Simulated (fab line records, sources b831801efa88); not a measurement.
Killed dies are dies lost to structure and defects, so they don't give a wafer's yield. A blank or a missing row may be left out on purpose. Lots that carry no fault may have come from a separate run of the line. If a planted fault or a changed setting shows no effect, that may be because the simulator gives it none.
A lot that was struck, set against a sound lot + flow sfq line + 14 steps out of a route of 325
Sound: these wafers, L480.1, L480.2, L480.6. Wafers L472.1, L472.2, L472.4 were the ones struck. Last of all comes the cause.
For every step that has rows: the tool of each side, followed by ch and its chambers, followed by its first start. Under that, the readings that differ: sound wafers + struck wafers + difference of the means + sigmas: that difference in standard deviations of wafers without a fault.
alike: readings with means less than 2 such deviations apart, plus words and numbers identical on both sides. not compared: withheld readings, readings lacking a value on some wafer, bounds such as >300 that could conceal the same value, and numbers that have no deviation in the record and whose values overlap.
The two part at a step that has a row with sigmas, a row that says differs or no value, or rows on one side only. Non-overlapping numbers with no deviation appear without sigmas and do not part them. A reading missing from all wafers of one side parts the sides only when that side holds two or more wafers.

first, 2 steps without rows for these wafers: SFQ_TRILAYER_I3_VIA_STRIP_SOLV_CLEAN_090 (cleans in NMP, time 600 s); SFQ_TRILAYER_M4_DEP_PRE_CLEAN_092 (time 22.5 s).
SFQ_TRILAYER_M4_DEP_SPUTTER_091: material Nb, target thk 200 nm, time 133.3 s.
  struck on pvd sputter-03, day 48 11:40; sound on pvd sputter-06, day 52 03:40
  alike: throttle valve pct
SFQ_M4_RS_MEAS_924: uses a four-point probe to measure.
  struck on film metro-03, day 48 11:45; sound on film metro-02, day 52 03:45
  alike: M4_NB_RS
then, 6 steps without rows for these wafers: SFQ_TRILAYER_M4_LITHO_COAT_098 (resist thk 62 nm); SFQ_TRILAYER_M4_LITHO_COAT_093 (resist thk 600 nm); SFQ_TRILAYER_M4_LITHO_SOFTBAKE_097; SFQ_TRILAYER_M4_LITHO_EXPOSE_094 (exposes mask M4, target cd 500 nm); SFQ_TRILAYER_M4_LITHO_PEB_096 (peb time 60 s); SFQ_TRILAYER_M4_LITHO_DEVELOP_095 (time 60 s).
SFQ_M4_OVL_MEAS_926:
  struck on overlay-01, day 48 14:11; sound on overlay-02, day 57 07:46
  alike: M4_OVL
SFQ_TRILAYER_M4_BARC_OPEN_METAL_ETCH_123: etches BARC in O2, target depth 125 nm, time 41.7 s.
  sound on rie metal-03 ch 0,1, day 57 07:48; struck on rie metal-03 ch 0,1, day 48 14:13
| reading                                             | sound             | struck            | difference | sigmas |
|-----------------------------------------------------|-------------------|-------------------|------------|--------|
| model.KrF_of_TRILAYER_M4_LITHO_COAT_093.thk nm (nm) | 524.3 523.6 521.8 | 537.6 537.8 539.4 | +15.0      |        |
  alike: drypump motor current A, oes product au
  not compared: rf hours counter h
SFQ_TRILAYER_M4_ETCH_METAL_ETCH_096: etches Nb in Cl2/Ar, stops on SiO2, target depth 240 nm, time 120 s.
  sound on rie metal-03 ch 0,1, day 57 07:51; struck on rie metal-03 ch 0,1, day 48 14:17
| reading                                             | sound             | struck            | difference | sigmas |
|-----------------------------------------------------|-------------------|-------------------|------------|--------|
| model.KrF_of_TRILAYER_M4_LITHO_COAT_093.thk nm (nm) | 384.8 383.7 381.4 | 396.7 395.8 399.4 | +14.0      |        |
  alike: drypump motor current A, oes product au
  not compared: rf hours counter h
SFQ_TRILAYER_M4_STRIP_STRIP_097: strips in O2.
  sound on rie metal-03 ch 0,1, day 57 07:59; struck on rie metal-03 ch 0,1, day 48 14:24
  alike: drypump motor current A, oes product au
  not compared: rf hours counter h

== WHERE THEY PART ==
Nowhere in this record.

WHY: what had been put in by the simulator
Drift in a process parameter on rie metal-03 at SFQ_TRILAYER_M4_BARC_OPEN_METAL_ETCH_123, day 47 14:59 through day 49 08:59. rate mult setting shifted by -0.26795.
